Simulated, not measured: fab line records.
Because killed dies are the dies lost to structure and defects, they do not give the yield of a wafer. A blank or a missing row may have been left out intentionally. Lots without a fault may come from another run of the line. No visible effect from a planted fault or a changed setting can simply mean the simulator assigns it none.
A struck lot beside a sound one || flow sky130 || 14 out of 708 route steps
Sound: wafers L516.1, L516.2, L516.6. The struck wafers were L509.2, L509.3, L509.6. At the end, the cause is stated.
Order at every step that has rows: each side's tool, ch and its chambers, its first start. Under that, the readings that differ: sound wafers || struck wafers || difference of the means || sigmas: that difference in standard deviations of wafers without a fault.
alike: same words and numbers on both sides, and readings whose means sit less than 2 such deviations apart. not compared: any withheld reading, any reading some wafer has no value for, any bound like >300 that may hide the same value, and any number with overlapping values for which the record gives no deviation.
Wherever a step has rows on one side only, a row that says differs or no value, or a row with sigmas, the two part there. Non-overlapping numbers with no deviation appear without sigmas and do not part them. A reading missing from all wafers of one side parts the sides only when that side holds two or more wafers.

first, 4 steps without rows for these wafers: SKY_RES_XHIGH_EXPOSE_04 (exposes mask URPM, target cd 1270 nm); SKY_RES_XHIGH_PEB_05; SKY_RES_XHIGH_DEVELOP_06 (develop time 60 s); SKY_RES_XHIGH_IMPLANT_07.
SKY_RES_XHIGH_STRIP_08: strips in O2/N2.
  sound on plasma_asher-01 ch 0,1, day 33 23:29; struck on plasma_asher-04 ch 0,1, day 32 13:20
  alike: drypump_motor_current_A, oes_product_au, strip_time_to_endpoint_s
  not compared: rf_hours_counter_h
SKY_RES_XHIGH_TW_MEAS_09:
  sound on film_metro-03 at day 33 23:35; struck on film_metro-01 at day 32 13:27
  alike: RES_XHIGH_TW
then, 6 steps without rows for these wafers: SKY_SD_N_DEHYDRATE_00 (time 60 s); SKY_SD_N_HMDS_01 (prime time 60 s); SKY_SD_N_COAT_02 (resist thk 1140 nm); SKY_SD_N_SOFTBAKE_03 (time 60 s); SKY_SD_N_EXPOSE_04 (exposes mask NSDM, target cd 380 nm); SKY_SD_N_PEB_05.
SKY_SD_N_DEVELOP_06: develop time 60 s.
  struck on litho_track-04, day 33 15:22; sound on litho_track-04 ch 0, day 35 01:05
  no value came back on the struck wafers for chill_plate_temp_C (C), develop_time_s (s); on the sound wafers chill_plate_temp_C (C) reads 23.01 23.09 22.95
SKY_SD_N_CD_MEAS_07: target cd 380 nm.
  sound on cd_sem-02 at day 35 01:14; struck on cd_sem-02 at day 33 15:31
{"reading": "cd_nm (nm)", "sound": "381.4 381.3 380.3", "struck": "- - -", "difference": "no value on the struck wafers", "sigmas": ""}

== WHERE THEY PART ==
Last at SKY_SD_N_CD_MEAS_07 as far as this record goes, first at SKY_SD_N_DEVELOP_06.

WHY: whatever the simulator had introduced
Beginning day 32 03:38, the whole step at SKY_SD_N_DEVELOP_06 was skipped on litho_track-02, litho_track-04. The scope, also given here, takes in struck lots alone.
